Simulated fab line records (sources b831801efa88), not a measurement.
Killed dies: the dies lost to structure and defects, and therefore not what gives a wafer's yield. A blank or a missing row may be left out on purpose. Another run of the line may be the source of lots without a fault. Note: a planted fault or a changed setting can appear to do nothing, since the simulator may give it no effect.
The same fault as seen by 2 desks ; flow sky130 ; numbers are kept per desk, each desk with only its own; the story behind them comes last

== METROLOGY DESK ==
What the gauges read, lot by lot, whatever tool the lot ran on: means of the sampled wafers that have a number. The brackets show how far a lot's mean lies from the usual mean; more than 4 standard deviations puts the lot out of limits, marked OUT.
Columns: A = VT_ADJUST_HVTR_OVL at SKY_VT_ADJUST_HVTR_OVL_MEAS_08, usual 0.3 nm
lot;first seen here;A
L764;day 9 21:29;0.7
L765;day 10 02:32;1.0
L766;day 10 08:20;0.3
L770;day 11 17:35;-0.1
L771;day 11 21:59;-0.2
L772;day 12 06:53;0.1
L774;day 12 21:02;2.2
L775;day 13 10:26;-0.1
L776;day 13 16:59;2.2
L777;day 14 02:22;-0.4
L784;day 15 15:59;1.5
L785;day 16 01:31;-1.8
L786;day 16 11:22;0.4
Finding of this desk: none of the 13 lots has anything out of limits.

== FOR THE TOOL OWNER'S DESK: litho-track-01 ==
Per lot that ran on this tool, the mean of the sampled wafers carrying a number, from the tool's own readings at SKY_VT_ADJUST_HVTP_SOFTBAKE_03 (time 60 s). The brackets show how far a lot's mean lies from the usual mean; more than 4 standard deviations puts the lot out of limits, marked OUT.
Columns: A = heater-power-total-W at SKY_VT_ADJUST_HVTP_SOFTBAKE_03, usual 56.60 W; B = plate-temp-C at SKY_VT_ADJUST_HVTP_SOFTBAKE_03, usual 90.01 C
lot;first seen here;A;B
L766;day 6 11:20;56.62;90.00
L771;day 7 18:20;56.61;90.00
L772;day 8 00:50;56.60;90.12
L774;day 8 14:28;57.18 (+14) OUT;90.51 (+4.2) OUT
L776;day 9 08:41;57.15 (+13) OUT;90.47
L786;day 11 18:05;56.56;90.15
This desk's verdict: out of limits on L774, L776, starting with L774 at day 8 14:28 (heater-power-total-W at SKY_VT_ADJUST_HVTP_SOFTBAKE_03). In limits: L766, L771, L772, L786.

== BROUGHT TOGETHER ==
An alarm could have come from the tool owner's desk at day 8 14:28, on L774, L776.
The metrology desk saw nothing out of limits.
The metrology desk has L774, L776 on record, within its limits.
All the named lots went through SKY_VT_ADJUST_HVTP_SOFTBAKE_03 on litho-track-01.

== WHAT WAS PUT IN BY THE SIMULATOR ==
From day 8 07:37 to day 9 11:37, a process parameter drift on litho-track-01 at SKY_VT_ADJUST_HVTP_SOFTBAKE_03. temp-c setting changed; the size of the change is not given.
Struck lots among those shown: L774, L776.
Time in hours from fault onset to the first out-of-limits reading at each desk: the tool owner's desk, 7.
